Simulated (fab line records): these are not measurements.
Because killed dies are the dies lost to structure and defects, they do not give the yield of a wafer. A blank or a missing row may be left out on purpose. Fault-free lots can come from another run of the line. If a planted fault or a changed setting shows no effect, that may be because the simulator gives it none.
Comparing a struck lot with a sound one :: flow sky130 :: 15 out of 708 route steps
Sound: the wafers L203.1, L203.5, L203.6. The struck wafers were L193.2, L193.3, L193.6. The cause is named last.
Per side, at each step with rows, come the tool, then ch with its chambers, and then its first start. Under that, the readings that differ: sound wafers :: struck wafers :: difference of the means :: sigmas: that difference in standard deviations of wafers without a fault.
alike: words and numbers the same on both sides, and readings whose means are apart by under 2 such deviations; not compared: readings that were withheld, readings missing a value for some wafer, numbers with overlapping values and no deviation given by the record, and bounds like >300 which may hide the same value.
Wherever a step has rows on one side only, a row that says differs or no value, or a row with sigmas, the two part there. Non-overlapping numbers with no deviation appear without sigmas and do not part them. A reading missing from all wafers of one side parts the sides only when that side holds two or more wafers.

SKY_LDD_P_OVL_MEAS_08:
  sound: overlay-01 at day 24 23:10; struck: overlay-01 at day 22 11:19
  alike: LDD_P_OVL
after that, 1 step had no rows for these wafers: SKY_LDD_P_IMPLANT_09.
SKY_LDD_P_STRIP_10: strips in O2/N2.
  sound on plasmaAsher-01 ch 0,1, day 24 23:21; struck on plasmaAsher-03 ch 0,1, day 22 11:30
  alike: drypumpMotorCurrentA, n2FlowSccm, oesProductAu, stripTimeToEndpointS
  not compared: rfHoursCounterH
SKY_LDD_P_TW_MEAS_11:
  sound: filmMetro-02 at day 24 23:27; struck: filmMetro-03 at day 22 11:37
  alike: LDD_P_TW
then, 7 steps without rows for these wafers: SKY_LDD_HVN_DEHYDRATE_00 (time 60 s); SKY_LDD_HVN_HMDS_01 (prime time 60 s); SKY_LDD_HVN_COAT_02 (resist thk 300 nm); SKY_LDD_HVN_SOFTBAKE_03 (time 60 s); SKY_LDD_HVN_EXPOSE_04 (exposes mask HVNTM, target cd 700 nm); SKY_LDD_HVN_PEB_05; SKY_LDD_HVN_DEVELOP_06 (develop time 60 s).
SKY_LDD_HVN_OVL_MEAS_07:
  sound: overlay-02 at day 26 04:36; struck: overlay-01 at day 23 17:51
  alike: LDD_HVN_OVL
SKY_LDD_HVN_IMPLANT_08:
  sound on implanter-02 ch 0, day 26 04:38; struck on implanter-03, day 23 17:54
  no value came back on the struck wafers for beamEnergyKeV, beamOnS (s); on the sound wafers beamEnergyKeV reads 59.974 60.009 59.991
SKY_LDD_HVN_STRIP_09: strips in O2/N2.
  sound on plasmaAsher-04 ch 0,1, day 26 04:47; struck on plasmaAsher-01 ch 1, day 23 18:02
reading: oesProductAu (a.u.)
sound: 0.402 0.401 0.395
struck: 0.415 0.415 0.408
difference: +0.013
sigmas: +3
  alike: drypumpMotorCurrentA, n2FlowSccm, stripTimeToEndpointS
  not compared: rfHoursCounterH
SKY_LDD_HVN_TW_MEAS_10:
  sound: filmMetro-02 at day 26 04:53; struck: filmMetro-02 at day 23 18:08
reading: LDD_HVN_TW
sound: 1444 1429 1440
struck: 30 30 30
difference: -1408
sigmas: -99 or more

WHERE THEY PART
At SKY_LDD_HVN_IMPLANT_08 first; at SKY_LDD_HVN_TW_MEAS_10 last (within this record only).

WHY: the cause the simulator had injected
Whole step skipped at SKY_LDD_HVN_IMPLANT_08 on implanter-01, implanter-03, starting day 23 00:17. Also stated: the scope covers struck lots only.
